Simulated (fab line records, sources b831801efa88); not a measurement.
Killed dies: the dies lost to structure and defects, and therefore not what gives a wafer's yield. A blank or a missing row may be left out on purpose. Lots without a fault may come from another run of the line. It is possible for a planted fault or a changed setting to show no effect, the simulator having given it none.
Which tool was responsible? -- flow gf180mcu -- 11 lots, 33 wafers sampled, at 4 steps of a route of 602

== WHAT THE GAUGES READ, wafer by wafer ==
GF_M4_THK_MEAS_06: measures by xrf.
lot,measured,on,M4_ALCU_THK (nm)
L782,day 23 03:59,film_metro-04,446 449 449
L783,day 23 11:49,film_metro-03,451 451 448
L785,day 24 05:17,film_metro-04,448 444 452
L786,day 24 12:26,film_metro-01,440 446 439
L788,day 25 08:19,film_metro-04,447 445 442
L790,day 26 06:54,film_metro-03,452 447 451
L791,day 26 12:01,film_metro-04,450 450 449
L792,day 26 19:22,film_metro-03,448 451 451
L799,day 28 16:46,film_metro-01,447 441 406
L802,day 29 20:40,film_metro-04,449 441 451
L803,day 30 03:35,film_metro-03,450 440 440

== WHAT TOOL EACH LOT RAN ON (gives the tool, then ch and the chambers of the sampled wafers, and finally the start) ==
lot,GF_V3_ETCH_16,GF_V3_SPUTTER_22,GF_M4_SPUTTER_04
L782,"rie_diel-02 ch 0,1,3, day 23 02:17","pvd_sputter-03, day 23 03:00","pvd_sputter-02, day 23 03:49"
L783,"rie_diel-01 ch 2,3, day 23 09:57","pvd_sputter-02, day 23 10:43","pvd_sputter-04, day 23 11:38"
L785,"rie_diel-01 ch 0,1,3, day 24 03:33","pvd_sputter-03, day 24 04:19","pvd_sputter-03, day 24 05:07"
L786,"rie_diel-03 ch 0,1,2, day 24 10:44","pvd_sputter-01, day 24 11:27","pvd_sputter-02, day 24 12:16"
L788,"rie_diel-02 ch 1,2, day 25 06:36","pvd_sputter-02, day 25 07:19","pvd_sputter-03, day 25 08:08"
L790,"rie_diel-02 ch 0,3, day 26 05:11","pvd_sputter-02, day 26 05:54","pvd_sputter-04, day 26 06:43"
L791,"rie_diel-01 ch 1,2, day 26 10:18","pvd_sputter-02, day 26 11:03","pvd_sputter-03, day 26 11:52"
L792,"rie_diel-03 ch 1,2,3, day 26 17:41","pvd_sputter-01, day 26 18:24","pvd_sputter-03, day 26 19:13"
L799,"rie_diel-01 ch 1,2, day 28 15:02","pvd_sputter-02, day 28 15:47","pvd_sputter-03, day 28 16:36"
L802,"rie_diel-02 ch 0,2,3, day 29 18:58","pvd_sputter-01, day 29 19:41","pvd_sputter-04, day 29 20:30"
L803,"rie_diel-01 ch 0,1,3, day 30 01:50","pvd_sputter-03, day 30 02:37","pvd_sputter-02, day 30 03:25"
- GF_V3_ETCH_16: etches BARC in N2/H2.
- GF_V3_SPUTTER_22: material TiN, target thk 10 nm, time 40 s.
- GF_M4_SPUTTER_04: material TiN, target thk 50 nm, time 41.7 s.

== THE ANSWER, worked out from the rows above alone ==
Rule: usual is defined by the lots themselves. The widest of any qualifying gaps counts: lots, ordered by their means at a reading, are off when they make up no more than a third of the lots, leave a main group of 4 or more, and stand apart from it by 3 or more times the standard deviation of that group's means. A main group whose means are all the same, to the digits that the tables above print for the reading, isn't used. A lot without any number at a reading at which 4 lots or more have one is off too. The other lots that the step has rows for count as sound.
Off: L799, at GF_M4_THK_MEAS_06 (M4_ALCU_THK). For the main group the mean is 447 nm and the standard deviation 2.9.
A tool fits if, at a process step before that reading, it ran every lot that is off, and no sound lot after the first of them. The gauges at GF_M4_THK_MEAS_06 are tried like those tools. Can't be told from this: 3 tools fit, pvd_sputter-02 at GF_V3_SPUTTER_22, pvd_sputter-03 at GF_M4_SPUTTER_04, film_metro-01 at GF_M4_THK_MEAS_06.

== WHAT HAD BEEN PUT IN BY THE SIMULATOR ==
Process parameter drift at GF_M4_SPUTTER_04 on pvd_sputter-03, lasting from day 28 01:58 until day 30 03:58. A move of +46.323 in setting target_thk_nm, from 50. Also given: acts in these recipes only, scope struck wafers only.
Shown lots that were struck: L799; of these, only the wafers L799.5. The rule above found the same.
